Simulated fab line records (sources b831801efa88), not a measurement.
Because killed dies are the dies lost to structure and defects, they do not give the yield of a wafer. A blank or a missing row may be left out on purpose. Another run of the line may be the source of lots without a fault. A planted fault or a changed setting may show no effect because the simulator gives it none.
Which tool did it? :: flow sky130 :: 15 lots with 45 wafers sampled at 4 steps, on a route of 708 steps

== WHAT THE GAUGES SHOWED, per wafer ==
SKY_NWELL_TW_MEAS_15.
lot: L132
measured: day 4 12:16
on: film metro-04
NWELL_TW: 1804 1812 1818

lot: L133
measured: day 4 19:49
on: film metro-04
NWELL_TW: 1802 1806 1817

lot: L138
measured: day 6 14:39
on: film metro-02
NWELL_TW: 1808 1825 1820

lot: L139
measured: day 6 15:10
on: film metro-02
NWELL_TW: 1811 1818 1826

lot: L140
measured: day 7 10:46
on: film metro-02
NWELL_TW: 1816 1810 1822

lot: L141
measured: day 7 11:04
on: film metro-02
NWELL_TW: 1820 1821 1812

lot: L142
measured: day 7 11:08
on: film metro-01
NWELL_TW: 1792 1793 1801

lot: L148
measured: day 8 22:12
on: film metro-02
NWELL_TW: 1818 1814 1813

lot: L147
measured: day 8 22:55
on: film metro-04
NWELL_TW: 1791 1792 1801

lot: L149
measured: day 9 08:31
on: film metro-02
NWELL_TW: 1837 1836 1832

lot: L151
measured: day 9 12:30
on: film metro-02
NWELL_TW: 1830 1831 1828

lot: L152
measured: day 9 14:23
on: film metro-04
NWELL_TW: 1807 1810 1809

lot: L154
measured: day 9 22:36
on: film metro-04
NWELL_TW: 1815 1815 1809

lot: L153
measured: day 9 22:37
on: film metro-02
NWELL_TW: 1832 1821 1831

lot: L155
measured: day 10 07:37
on: film metro-04
NWELL_TW: 1824 1825 1808

SKY_NWELL_RS_MEAS_31: uses a four-point probe to measure.
lot: L132
measured: day 5 05:19
on: film metro-04
PWDE_RS (ohm/sq): 5245 5255 5264

lot: L133
measured: day 5 13:28
on: film metro-02
PWDE_RS (ohm/sq): 5295 5299 5288

lot: L138
measured: day 7 10:48
on: film metro-01
PWDE_RS (ohm/sq): 5277 5249 5255

lot: L139
measured: day 7 11:04
on: film metro-04
PWDE_RS (ohm/sq): 5263 5269 5271

lot: L140
measured: day 8 08:09
on: film metro-04
PWDE_RS (ohm/sq): 5291 5296 5286

lot: L141
measured: day 8 08:47
on: film metro-04
PWDE_RS (ohm/sq): 5279 5255 5263

lot: L142
measured: day 8 09:26
on: film metro-04
PWDE_RS (ohm/sq): 5269 5291 5252

lot: L148
measured: day 9 21:15
on: film metro-04
PWDE_RS (ohm/sq): 5255 5261 5263

lot: L147
measured: day 9 22:05
on: film metro-02
PWDE_RS (ohm/sq): 5271 5263 5262

lot: L149
measured: day 10 07:11
on: film metro-04
PWDE_RS (ohm/sq): 5291 5298 5293

lot: L151
measured: day 10 10:46
on: film metro-04
PWDE_RS (ohm/sq): 5247 5259 5283

lot: L152
measured: day 10 11:53
on: film metro-01
PWDE_RS (ohm/sq): 5238 5246 5252

lot: L154
measured: day 10 21:10
on: film metro-01
PWDE_RS (ohm/sq): 5270 5276 5260

lot: L153
measured: day 10 21:23
on: film metro-02
PWDE_RS (ohm/sq): 5277 5295 5286

lot: L155
measured: day 11 06:37
on: film metro-02
PWDE_RS (ohm/sq): 5247 5270 5261

SKY_VT_ADJUST_HVTR_TW_MEAS_11.
lot: L132
measured: day 9 05:35
on: film metro-02
VT_ADJUST_HVTR_TW: 210.7 212.7 212.1

lot: L133
measured: day 9 18:53
on: film metro-04
VT_ADJUST_HVTR_TW: 211.2 209.3 210.5

lot: L138
measured: day 11 23:49
on: film metro-04
VT_ADJUST_HVTR_TW: 209.5 210.4 210.3

lot: L139
measured: day 12 02:38
on: film metro-04
VT_ADJUST_HVTR_TW: 209.3 210.0 208.9

lot: L140
measured: day 13 02:05
on: film metro-04
VT_ADJUST_HVTR_TW: 210.2 211.7 209.9

lot: L141
measured: day 13 05:07
on: film metro-02
VT_ADJUST_HVTR_TW: 210.3 210.1 210.9

lot: L142
measured: day 13 05:58
on: film metro-02
VT_ADJUST_HVTR_TW: 211.0 210.2 209.9

lot: L148
measured: day 14 23:38
on: film metro-02
VT_ADJUST_HVTR_TW: 211.1 211.7 211.7

lot: L147
measured: day 15 00:52
on: film metro-02
VT_ADJUST_HVTR_TW: 211.2 210.8 210.9

lot: L149
measured: day 15 13:04
on: film metro-01
VT_ADJUST_HVTR_TW: 208.7 208.4 209.1

lot: L151
measured: day 15 18:01
on: film metro-02
VT_ADJUST_HVTR_TW: 211.7 211.3 212.5

lot: L152
measured: day 15 20:37
on: film metro-04
VT_ADJUST_HVTR_TW: 209.5 210.0 209.2

lot: L154
measured: day 16 05:03
on: film metro-01
VT_ADJUST_HVTR_TW: 209.5 209.4 209.1

lot: L153
measured: day 16 06:47
on: film metro-02
VT_ADJUST_HVTR_TW: 212.3 210.6 211.7

lot: L155
measured: day 16 18:18
on: film metro-04
VT_ADJUST_HVTR_TW: 211.1 211.6 211.6

== TOOL THAT RAN EACH LOT (tool first, then ch and the chambers of the sampled wafers, then the start) ==
lot: L132
SKY_VT_ADJUST_NCORE_PEB_05: litho track-04 ch 0, day 8 07:23

lot: L133
SKY_VT_ADJUST_NCORE_PEB_05: litho track-03 ch 0, day 8 19:31

lot: L138
SKY_VT_ADJUST_NCORE_PEB_05: litho track-01 ch 0, day 10 23:35

lot: L139
SKY_VT_ADJUST_NCORE_PEB_05: litho track-04 ch 0, day 11 02:23

lot: L140
SKY_VT_ADJUST_NCORE_PEB_05: litho track-01, day 12 00:01

lot: L141
SKY_VT_ADJUST_NCORE_PEB_05: litho track-03, day 12 03:07

lot: L142
SKY_VT_ADJUST_NCORE_PEB_05: litho track-03, day 12 03:44

lot: L148
SKY_VT_ADJUST_NCORE_PEB_05: litho track-04 ch 0, day 13 20:05

lot: L147
SKY_VT_ADJUST_NCORE_PEB_05: litho track-03 ch 0, day 13 20:43

lot: L149
SKY_VT_ADJUST_NCORE_PEB_05: litho track-04 ch 0, day 14 08:49

lot: L151
SKY_VT_ADJUST_NCORE_PEB_05: litho track-01 ch 0, day 14 13:38

lot: L152
SKY_VT_ADJUST_NCORE_PEB_05: litho track-04 ch 0, day 14 15:52

lot: L154
SKY_VT_ADJUST_NCORE_PEB_05: litho track-04 ch 0, day 15 01:01

lot: L153
SKY_VT_ADJUST_NCORE_PEB_05: litho track-03 ch 0, day 15 02:08

lot: L155
SKY_VT_ADJUST_NCORE_PEB_05: litho track-03 ch 0, day 15 13:43
- SKY_VT_ADJUST_NCORE_PEB_05

== AS READ BY THE TOOLS THEMSELVES (means over the sampled wafers that have a number; for cases with no such wafer, the mark the record gives instead) ==
SKY_VT_ADJUST_NCORE_PEB_05.
lot: L132
tool: litho track-04
exhaust pa (Pa): 44.7

lot: L133
tool: litho track-03
exhaust pa (Pa): 44.8

lot: L138
tool: litho track-01
exhaust pa (Pa): 44.7

lot: L139
tool: litho track-04
exhaust pa (Pa): 43.2

lot: L140
tool: litho track-01
exhaust pa (Pa): -

lot: L141
tool: litho track-03
exhaust pa (Pa): -

lot: L142
tool: litho track-03
exhaust pa (Pa): -

lot: L148
tool: litho track-04
exhaust pa (Pa): 45.7

lot: L147
tool: litho track-03
exhaust pa (Pa): 46.3

lot: L149
tool: litho track-04
exhaust pa (Pa): 45.6

lot: L151
tool: litho track-01
exhaust pa (Pa): 45.1

lot: L152
tool: litho track-04
exhaust pa (Pa): 45.3

lot: L154
tool: litho track-04
exhaust pa (Pa): 45.0

lot: L153
tool: litho track-03
exhaust pa (Pa): 46.2

lot: L155
tool: litho track-03
exhaust pa (Pa): 45.6

== THE ANSWER, worked out from the rows above alone ==
Rule: what is usual is taken from the lots themselves. The widest of any qualifying gaps counts: lots, ordered by their means at a reading, are off when they make up no more than a third of the lots, leave a main group of 4 or more, and stand apart from it by 3 or more times the standard deviation of that group's means. A main group whose means are all the same, to the digits that the tables above print for the reading, isn't used. A lot without any number at a reading at which 4 lots or more have one is off too. Where the step has rows for the other lots, those lots are counted as sound. The gauges are gone through in route order, then the tools' own readings, and for those a lot's mean is taken as printed above. The first step at which some lot is off is used, and at that step the reading that is off furthest; a lot without a number counts as furthest.
Off at SKY_VT_ADJUST_NCORE_PEB_05 (exhaust pa): L140, L141, L142. Without a number there: L140, L141, L142. For the main group the mean is 45.2 Pa and the standard deviation 0.79.
A tool fits if, at that step or a process step before it, it ran every lot that is off, and no sound lot after the first of them. Of those tried, none fits.

== WHAT THE SIMULATOR PUT IN ==
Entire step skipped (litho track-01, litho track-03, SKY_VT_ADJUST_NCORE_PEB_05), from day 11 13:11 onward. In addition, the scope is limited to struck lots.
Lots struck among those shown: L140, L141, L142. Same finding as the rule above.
